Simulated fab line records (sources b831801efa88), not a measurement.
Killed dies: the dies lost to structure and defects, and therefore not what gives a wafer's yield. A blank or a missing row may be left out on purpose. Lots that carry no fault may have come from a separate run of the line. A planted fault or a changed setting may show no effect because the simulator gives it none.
Struck lot and sound lot, side by side + flow sky130 + 42 out of 708 route steps
Sound: the wafers L182.1, L182.3, L182.5. Struck: wafer L176.5 (left out: L176.4, L176.6 of the same lot, which were not struck); the cause appears at the end.
Order at every step that has rows: each side's tool, ch and its chambers, its first start. Under that, the readings that differ: sound wafers + struck wafers + difference of the means + sigmas: that difference in standard deviations of wafers without a fault.
alike: readings with means less than 2 such deviations apart, plus words and numbers identical on both sides. not compared: withheld readings, readings lacking a value on some wafer, bounds such as >300 that could conceal the same value, and numbers that have no deviation in the record and whose values overlap.
Wherever a step has rows on one side only, a row that says differs or no value, or a row with sigmas, the two part there. When numbers do not overlap yet have no deviation, they are printed without sigmas and do not part them. A reading that every wafer of one side lacks parts them only if that side has two wafers or more.

first, 4 steps without rows for these wafers: SKY_PWDE_SOFTBAKE_03; SKY_PWDE_EXPOSE_04 (exposes mask PWDEM, target cd 840 nm); SKY_PWDE_PEB_05; SKY_PWDE_DEVELOP_06 (develop time 60 s).
SKY_PWDE_OVL_MEAS_07:
  sound on overlay-02, day 6 18:11; struck on overlay-02, day 5 08:05
  alike: PWDE_OVL
next, for these wafers, 1 step has no rows: SKY_PWDE_IMPLANT_08.
SKY_PWDE_STRIP_09: strips in O2/N2.
  sound on plasma_asher-02 ch 0,1, day 6 18:22; struck on plasma_asher-01 ch 1, day 5 08:17
| reading               | sound             | struck | difference | sigmas |
|-----------------------|-------------------|--------|------------|--------|
| oes_product_au (a.u.) | 0.719 0.722 0.724 | 0.711  | -0.011     | -2     |
  alike: drypump_motor_current_A, strip_time_to_endpoint_s
  not compared: rf_hours_counter_h
SKY_PWDE_TW_MEAS_10:
  sound on film_metro-02, day 6 18:28; struck on film_metro-02, day 5 08:23
| reading | sound             | struck | difference | sigmas |
|---------|-------------------|--------|------------|--------|
| PWDE_TW | 380.7 378.5 378.4 | 373.4  | -5.8       | -3     |
then, 4 steps without rows for these wafers: SKY_NWELL_DEHYDRATE_03 (time 60 s); SKY_NWELL_HMDS_04 (prime time 60 s); SKY_NWELL_COAT_05 (resist thk 3000 nm); SKY_NWELL_SOFTBAKE_06.
SKY_NWELL_EXPOSE_07: exposes mask NWM, target cd 840 nm.
  sound on iline_stepper-02 ch 0, day 7 03:59; struck on iline_stepper-01 ch 0, day 5 17:25
  alike: mask
then, 2 steps without rows for these wafers: SKY_NWELL_PEB_08; SKY_NWELL_DEVELOP_09 (develop time 60 s).
SKY_NWELL_OVL_MEAS_10:
  sound on overlay-02, day 7 14:05; struck on overlay-01, day 6 02:27
  alike: NWELL_00_OVL
then, 3 steps without rows for these wafers: SKY_NWELL_IMPLANT_11; SKY_NWELL_IMPLANT_12; SKY_NWELL_IMPLANT_13.
SKY_NWELL_STRIP_14: strips in O2/N2.
  sound on plasma_asher-04 ch 0, day 7 14:34; struck on plasma_asher-02 ch 1, day 6 02:57
  alike: drypump_motor_current_A, oes_product_au, strip_time_to_endpoint_s
  not compared: rf_hours_counter_h
SKY_NWELL_TW_MEAS_15:
  sound on film_metro-03, day 7 14:40; struck on film_metro-02, day 6 03:02
| reading  | sound          | struck | difference | sigmas |
|----------|----------------|--------|------------|--------|
| NWELL_TW | 1828 1825 1829 | 1849   | +22        | +2     |
then, 7 steps without rows for these wafers: SKY_NWELL_DEHYDRATE_16 (time 60 s); SKY_NWELL_HMDS_17 (prime time 60 s); SKY_NWELL_COAT_18 (resist thk 3000 nm); SKY_NWELL_SOFTBAKE_19; SKY_NWELL_EXPOSE_20 (exposes mask NWM COMPLEMENT, target cd 840 nm); SKY_NWELL_PEB_21; SKY_NWELL_DEVELOP_22 (develop time 60 s).
SKY_NWELL_OVL_MEAS_23:
  sound on overlay-02, day 8 11:01; struck on overlay-01, day 6 21:32
  alike: NWELL_01_OVL
next, for these wafers, 1 step has no rows: SKY_NWELL_IMPLANT_24.
SKY_NWELL_STRIP_25: strips in O2/N2.
  sound on plasma_asher-03 ch 0,1, day 8 11:13; struck on plasma_asher-04 ch 0, day 6 21:44
  alike: drypump_motor_current_A, oes_product_au, strip_time_to_endpoint_s
  not compared: rf_hours_counter_h
SKY_NWELL_TW_MEAS_26:
  sound on film_metro-02, day 8 11:19; struck on film_metro-04, day 6 21:50
| reading    | sound             | struck | difference | sigmas |
|------------|-------------------|--------|------------|--------|
| NWELL_2_TW | 505.4 504.1 501.0 | 497.0  | -6.5       | -2     |
then, 1 step without rows for these wafers: SKY_NWELL_CLEAN_27 (cleans in SC1/SC2, time 150 s).
SKY_NWELL_RTA_28: time 30 s.
  sound on rtp_anneal-01 ch 0, day 8 11:25; struck on rtp_anneal-01 ch 0, day 6 21:58
  alike: chamber_o2_ppm, lamp_power_pct, wafer_temp_C_max
SKY_NWELL_RS_MEAS_29: a four-point-probe measurement.
  sound on film_metro-02, day 8 11:31; struck on film_metro-02, day 6 22:05
| reading           | sound             | struck | difference | sigmas |
|-------------------|-------------------|--------|------------|--------|
| NWELL_RS (ohm/sq) | 623.2 623.7 624.4 | 627.6  | +3.8       | +3     |
SKY_NWELL_RS_MEAS_31: a four-point-probe measurement.
  sound on film_metro-02, day 8 11:46; struck on film_metro-02, day 6 22:19
  alike: PWDE_RS
then, 5 steps without rows for these wafers: SKY_VT_ADJUST_HVTP_DEHYDRATE_00 (time 60 s); SKY_VT_ADJUST_HVTP_HMDS_01 (prime time 60 s); SKY_VT_ADJUST_HVTP_COAT_02 (resist thk 1140 nm); SKY_VT_ADJUST_HVTP_SOFTBAKE_03 (time 60 s); SKY_VT_ADJUST_HVTP_EXPOSE_04 (exposes mask HVTPM, target cd 380 nm).
-- the record jumps here: 40 days lie between the struck wafers' starts before and after (it left off in module VT_ADJUST_HVTP and takes up again in module PAD_OPEN, whose first step shown is number 708 of the route) --
SKY_PAD_OPEN_PROBE_99:
  sound on prober-02, day 48 14:53; struck on prober-01, day 47 05:23
| reading                                 | sound                         | struck   | difference | sigmas |
|-----------------------------------------|-------------------------------|----------|------------|--------|
| killed_at_front_end                     | 25 16 10                      | 26       | +9         | +2     |
| model.etest.pfet_16v.r_on_ohm_um        | 1.522e+04 1.504e+04 1.502e+04 | 1.58e+04 | +7.07e+02  |        |
| model.etest.res_nwell.line_ohm_um       | 1049 1044 1015                | 1137     | +101       |        |
| model.etest.res_nwell.width_nm (nm)     | 847.6 844.5 843.5             | 898.2    | +53.0      |        |
| model.etest.res_iso_pwell.width_nm (nm) | 2645 2629 2634                | 2598     | -38        |        |
| model.etest.pfet_16v.drive_ua_um        | 246.6 250.4 244.9             | 228.5    | -18.8      |        |
  alike: killed_at_M0_to_M3, killed_at_M4_up, killed_at_contacts, killed_at_other, killed_dies, killed_open, killed_short

== WHERE THEY PART ==
First at SKY_PWDE_STRIP_09; last, within this record, at SKY_PAD_OPEN_PROBE_99.

WHY: what had been put in by the simulator
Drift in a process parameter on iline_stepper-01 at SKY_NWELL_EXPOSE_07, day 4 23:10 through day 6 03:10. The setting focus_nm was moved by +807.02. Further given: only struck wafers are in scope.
